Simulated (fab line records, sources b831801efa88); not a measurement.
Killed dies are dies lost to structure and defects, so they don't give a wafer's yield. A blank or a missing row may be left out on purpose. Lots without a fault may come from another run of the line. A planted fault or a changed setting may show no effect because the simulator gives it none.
fab line records | flow gf180mcu
record lots=13 wafers=39 last_day=34
route steps=602 shown MVPSD@87 HV_LDD@225 SAB@275 SALICIDE@280
lots that met no fault: from a run of the same line without faults
start_h: hours from the record's first day to the start of the lot's first wafer shown | wait_h: hours since the lot's step before | " the same as in the row above | L1.1+2: a row that stands for several wafers | - no value, or no start given | * or withheld: withheld | < > ~ a bound
route shown NAME@n: a module of which the file shows steps, and the number in the route of the first | usual: mean/standard deviation of fault-free wafers | same: alike in all rows | chamber/n: place in a boat | sites: the reading at each site | _std_site: their standard deviation | _edge_site: outer sites' mean less inner sites' | radius_mm: how far each site lies from the wafer's centre | mask NAME#n: copy n | behind: the tool/chamber that last shaped the wafer | hold: why the lot was held/for how many hours/how that ended | device: the transistor (n, p or np) that didn't switch | end of line: the same wafers' tests at the end of the route | a step without rows: its recipe alone | killed: dies lost to structure and defects at the first sort, not the wafer's yield | map: a wafer's dies, x killed, . not, _ none there
set.NAME: the setting as run; set.NAME@STEP: as run at that earlier step | model.NAME: the simulator's own value behind a step, which no gauge read
steps of the route over a sample of lots; a table a step, a row a wafer
services: from which hour (start_h, from the record's first day; less than 0 if before it) a tool's chamber was out of use, for how many hours, and why
## steps
# step GF_MVPSD_IMPLANT_09
# recipe species=B energy_kev=40 dose_cm2=5e+12 tilt_deg=0
# usual dose_ions_cm2=5e+12/5.5e+09 tilt_deg=-0.006/0.021
# columns lot.wafer tool chamber start_h wait_h dose_ions_cm2 tilt_deg
L846.3 implanter-03 0 105.86 0.1 4.997e+12 0.029
L846.5 " 0 " " 4.996e+12 -0.016
L846.6 " 0 " " 5e+12 -0.020
L848.1 implanter-03 0 114.31 0.1 5e+12 0.036
L848.2 " 0 " " 5.002e+12 0.040
L848.4 " 0 " " 5.007e+12 0.004
L847.1 implanter-02 0 115.42 0.1 4.999e+12 -0.043
L847.2 " 0 " " 5.004e+12 -0.033
L847.5 " 0 " " 4.999e+12 -0.036
L850.1 implanter-02 0 129.35 0.1 4.996e+12 0.028
L850.4 " 0 " " 5.006e+12 0.016
L850.6 " 0 " " 5.009e+12 -0.007
L854.3 implanter-02 0 141.61 0.1 4.992e+12 0.037
L854.5 " 0 " " 4.995e+12 0.017
L854.6 " 0 " " 5.001e+12 0.000
L855.3 implanter-02 0 149.32 0.1 4.993e+12 -0.015
L855.4 " 0 " " 4.997e+12 0.002
L855.5 " 0 " " 5e+12 0.008
L856.2 implanter-02 0 156.04 0.1 4.994e+12 -0.037
L856.4 " 0 " " 4.999e+12 -0.013
L856.6 " 0 " " 5.007e+12 0.003
L861.1 implanter-03 0 186.52 0.1 4.994e+12 -0.002
L861.4 " 0 " " 4.997e+12 -0.013
L861.5 " 0 " " 4.995e+12 0.001
L863.3 implanter-02 0 200.36 0.1 4.793e+12 -0.023
L863.4 " 0 " " 4.788e+12 -0.010
L863.5 " 0 " " 4.799e+12 0.002
L864.2 implanter-02 0 204.08 0.1 4.799e+12 -0.023
L864.5 " 0 " " 4.8e+12 -0.010
L864.6 " 0 " " 4.785e+12 -0.022
L865.1 implanter-02 0 211.47 0.1 4.791e+12 -0.020
L865.3 " 0 " " 4.799e+12 -0.022
L865.6 " 0 " " 4.794e+12 -0.007
L868.1 implanter-04 0 227.95 0.1 5e+12 0.002
L868.2 " 0 " " 4.994e+12 0.020
L868.4 " 0 " " 5.006e+12 -0.007
L869.1 implanter-04 0 232.71 0.1 4.999e+12 -0.016
L869.2 " 0 " " 5.001e+12 -0.026
L869.3 " 0 " " 4.997e+12 -0.003
# step GF_HV_LDD_STRIP_49
# recipe chemistry=O2/N2 power_w=1400 pressure_mtorr=1500 platen_temp_c=250 o2_flow_sccm=3000 n2_flow_sccm=300 overash_fraction=0.5
# usual chamber_pressure_mTorr=1500.1/1.4 drypump_motor_current_A=5.8/0.41 heater_power_w=335/36 oes_product_au=0.716/0.0045 strip_time_to_endpoint_s=12.63/0.037
# columns lot.wafer tool chamber start_h wait_h chamber_pressure_mTorr drypump_motor_current_A heater_power_w oes_product_au rf_hours_counter_h strip_time_to_endpoint_s
L846.3 plasma_asher-03 0 282.85 0.1 1499.5 5.5 292 0.720 - 12.58
L846.5 " 1 " " 1501.1 6.6 298 0.718 - 12.62
L846.6 " 0 " " 1503.4 5.5 302 0.721 - 12.64
L848.1 plasma_asher-03 0 291.17 0.1 1502.4 5.5 302 0.720 18 12.59
L848.2 " 1 " " 1497.6 6.6 299 0.709 18 12.62
L848.4 " 0 " " 1499.3 5.5 292 0.717 - 12.58
L847.1 plasma_asher-03 0 297.12 0.1 1501.0 5.5 302 0.719 18 12.63
L847.2 " 1 " " 1500.8 6.6 296 0.723 18 12.64
L847.5 " 1 " " 1499.9 6.6 290 0.717 - 12.61
L850.1 plasma_asher-03 0 311.18 0.1 1499.4 5.5 300 0.724 20 12.62
L850.4 " 1 " " 1501.5 6.6 297 0.710 - 12.61
L850.6 " 1 " " 1498.9 6.6 300 0.716 - 12.64
L854.3 plasma_asher-01 0 326.91 0.1 1502.9 5.7 326 0.709 - 12.60
L854.5 " 1 " " 1499.7 5.6 390 0.716 - 12.58
L854.6 " 0 " " 1501.6 5.6 333 0.714 - 12.61
L855.3 plasma_asher-04 1 344.21 0.1 1500.3 6.1 380 0.709 - 12.66
L855.4 " 0 " " 1500.5 5.4 317 0.727 - 12.63
L855.5 " 0 " " 1500.7 5.4 317 0.713 - 12.63
L856.2 plasma_asher-03 1 356.77 0.1 1498.8 6.6 297 0.716 23 12.60
L856.4 " 0 " " 1499.1 5.5 296 0.717 - 12.57
L856.6 " 0 " " 1501.4 5.5 300 0.713 - 12.61
L861.1 plasma_asher-01 1 393.88 0.1 1500.7 5.6 395 0.719 81 12.57
L861.4 " 1 " " 1501.0 5.6 392 0.722 - 12.58
L861.5 " 1 " " 1500.4 5.6 400 0.714 - 12.55
L863.3 plasma_asher-01 1 414.15 0.1 1498.0 5.6 389 0.714 - 12.65
L863.4 " 0 " " 1501.6 5.6 342 0.713 - 12.62
L863.5 " 1 " " 1500.0 5.6 391 0.712 - 12.63
L864.2 plasma_asher-04 1 415.28 0.1 1499.2 6.0 376 0.711 76 12.68
L864.5 " 1 " " 1499.0 6.1 376 0.720 - 12.68
L864.6 " 0 " " 1499.0 5.4 310 0.717 - 12.66
L865.1 plasma_asher-04 0 427.93 0.1 1498.7 5.4 317 0.717 77 12.63
L865.3 " 0 " " 1499.4 5.4 318 0.712 - 12.68
L865.6 " 0 " " 1501.4 5.4 312 0.718 - 12.67
L868.1 plasma_asher-03 1 448.83 0.1 1503.2 6.6 306 0.712 33 12.70
L868.2 " 0 " " 1500.6 5.5 302 0.719 33 12.73
L868.4 " 1 " " 1502.6 6.6 308 0.721 - 12.71
L869.1 plasma_asher-04 0 455.92 0.1 1501.5 5.4 315 0.709 80 12.64
L869.2 " 1 " " 1501.0 6.0 383 0.717 80 12.69
L869.3 " 1 " " 1499.8 6.1 369 0.720 - 12.65
# step GF_SAB_ETCH_11
# recipe chemistry=C4F8/O2/Ar mask_material=NOVOLAK target=SiO2 target_depth_nm=55 source_w=1500 bias_w=1200 pressure_mtorr=40 c4f8_flow_sccm=withheld O2_flow_sccm=6 Ar_flow_sccm=300 time_s=8.5
# usual chamber_pressure_mTorr=40.00/0.038 oes_product_au=0.998/0.015
# columns lot.wafer tool chamber start_h wait_h chamber_pressure_mTorr oes_product_au rf_hours_counter_h
L846.3 rie_diel-02 1 348.02 0.0 40.00 1.016 32
L846.5 " 1 " " 40.01 1.017 -
L846.6 " 2 " " 39.93 1.007 -
L848.1 rie_diel-01 2 357.52 0.0 40.01 1.001 54
L848.2 " 0 " " 40.02 1.005 5
L848.4 " 1 " " 39.97 1.002 48
L847.1 rie_diel-02 2 363.27 0.0 39.99 0.999 118
L847.2 " 3 " " 40.04 1.005 46
L847.5 " 2 " " 40.04 1.006 -
L850.1 rie_diel-02 1 379.62 0.0 39.97 0.994 33
L850.4 " 3 " " 39.90 0.993 -
L850.6 " 0 " " 39.99 0.981 -
L854.3 rie_diel-01 2 397.47 0.0 40.02 0.987 55
L854.5 " 3 " " 40.03 1.020 -
L854.6 " 1 " " 40.00 0.999 -
L855.3 rie_diel-04 3 416.52 0.0 40.05 0.970 1
L855.4 " 2 " " 39.98 0.977 -
L855.5 " 3 " " 39.98 0.973 -
L856.2 rie_diel-04 1 430.58 0.0 39.92 0.969 0
L856.4 " 3 " " 40.05 0.979 1
L856.6 " 2 " " 39.93 0.972 -
L861.1 rie_diel-04 1 471.47 0.0 39.95 0.985 1
L861.4 " 0 " " 39.93 1.030 84
L861.5 " 3 " " 39.97 0.975 -
L863.3 rie_diel-02 3 490.47 0.0 39.98 0.993 49
L863.4 " 0 " " 39.99 0.984 6
L863.5 " 3 " " 40.05 0.990 -
L864.2 rie_diel-04 2 494.23 0.0 40.04 0.971 22
L864.5 " 0 " " 39.96 1.024 -
L864.6 " 3 " " 39.99 0.983 -
L865.1 rie_diel-04 0 505.17 0.0 39.99 1.018 85
L865.3 " 2 " " 40.02 0.978 22
L865.6 " 3 " " 39.96 0.977 -
L868.1 rie_diel-02 1 524.43 0.0 39.98 1.021 35
L868.2 " 3 " " 40.04 1.008 49
L868.4 " 2 " " 40.03 1.000 3
L869.1 rie_diel-02 2 530.87 0.0 39.92 1.005 3
L869.2 " 0 " " 40.03 0.992 8
L869.3 " 3 " " 39.98 1.006 50
# step GF_SALICIDE_SPUTTER_02
# recipe material=Co target_thk_nm=10 power_w=1000 time_s=20 chamber_pressure_pa=0.4
# usual throttle_valve_pct=30.4/0.96
# columns lot.wafer tool chamber start_h wait_h throttle_valve_pct
L846.3 pvd_sputter-03 - 348.36 0.0 30.1
L846.5 " - " " 31.0
L846.6 " - " " 30.8
L848.1 pvd_sputter-02 - 357.86 0.0 29.8
L848.2 " - " " 30.0
L848.4 " - " " 29.2
L847.1 pvd_sputter-01 - 363.61 0.0 30.7
L847.2 " - " " 29.0
L847.5 " - " " 30.4
L850.1 pvd_sputter-03 - 379.96 0.0 31.1
L850.4 " - " " 30.6
L850.6 " - " " 30.8
L854.3 pvd_sputter-01 - 397.81 0.0 30.6
L854.5 " - " " 31.1
L854.6 " - " " 30.7
L855.3 pvd_sputter-02 - 416.86 0.0 29.4
L855.4 " - " " 29.9
L855.5 " - " " 30.3
L856.2 pvd_sputter-03 - 430.92 0.0 30.7
L856.4 " - " " 30.5
L856.6 " - " " 30.2
L861.1 pvd_sputter-02 - 471.81 0.0 29.1
L861.4 " - " " 29.9
L861.5 " - " " 29.3
L863.3 pvd_sputter-02 - 490.82 0.0 30.2
L863.4 " - " " 30.2
L863.5 " - " " 29.8
L864.2 pvd_sputter-02 - 494.60 0.0 31.9
L864.5 " - " " 32.0
L864.6 " - " " 30.1
L865.1 pvd_sputter-01 - 505.51 0.0 28.8
L865.3 " - " " 30.8
L865.6 " - " " 30.5
L868.1 pvd_sputter-01 - 525.16 0.0 31.4
L868.2 " - " " 28.7
L868.4 " - " " 30.5
L869.1 pvd_sputter-03 - 531.34 0.0 31.1
L869.2 " - " " 31.7
L869.3 " - " " 30.5
## services
# columns tool chamber start_h hours kind
plasma_asher-03 - 108.75 9.0 pm
implanter-02 - 111.41 3.7 pm
plasma_asher-03 - 136.32 7.5 pm
rie_diel-02 0 171.13 35.3 repair
plasma_asher-03 - 181.61 3.2 repair
pvd_sputter-02 - 245.92 1.5 repair
rie_diel-02 2 259.17 15.2 repair
pvd_sputter-02 - 261.64 1.9 repair
rie_diel-02 0 269.53 9.7 repair
pvd_sputter-02 - 274.92 2.5 repair
pvd_sputter-02 - 282.64 5.3 repair
rie_diel-02 3 313.51 1.6 repair
rie_diel-02 0 343.28 11.0 repair
plasma_asher-03 - 351.05 3.5 repair
plasma_asher-03 - 358.53 1.3 repair
implanter-02 - 359.56 3.8 repair
rie_diel-02 2 367.29 1.2 repair
plasma_asher-03 - 382.36 2.7 repair
rie_diel-02 1 404.53 5.5 repair
rie_diel-02 - 417.11 14.6 pm
rie_diel-02 1 446.49 12.2 repair
rie_diel-02 2 449.26 4.3 repair
rie_diel-02 - 486.18 1.0 repair
rie_diel-02 2 507.57 2.7 repair
## key
first_sign step=GF_MVPSD_IMPLANT_09 reading=dose_ions_cm2 direction=down sigmas=37 usual=5e+12 struck=4.794e+12
effect none on later readings
met_at GF_MVPSD_IMPLANT_09
struck_lots L863,L864,L865
tester_left_out L863,L864,L865
not_acting_at GF_HV_LDD_STRIP_49,GF_SAB_ETCH_11,GF_SALICIDE_SPUTTER_02
onset_between 156.04 200.36
fault kind=process_parameter_drift tool=implanter-02 chamber=- onset_h=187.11 steps=GF_MVPSD_IMPLANT_09 channel=dose_cm2 offset=-2.0415e+11 shape=step end_h=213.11 acts_in=these_recipes_only stated=5e+12
# tester_left_out: of these lots the tester's yield and bins aren't shown, on N5 and GAA mostly nor the transistor test; their killed dies are dies lost to structure and defects alone, not to doping, threshold or leakage, so they don't give the yield
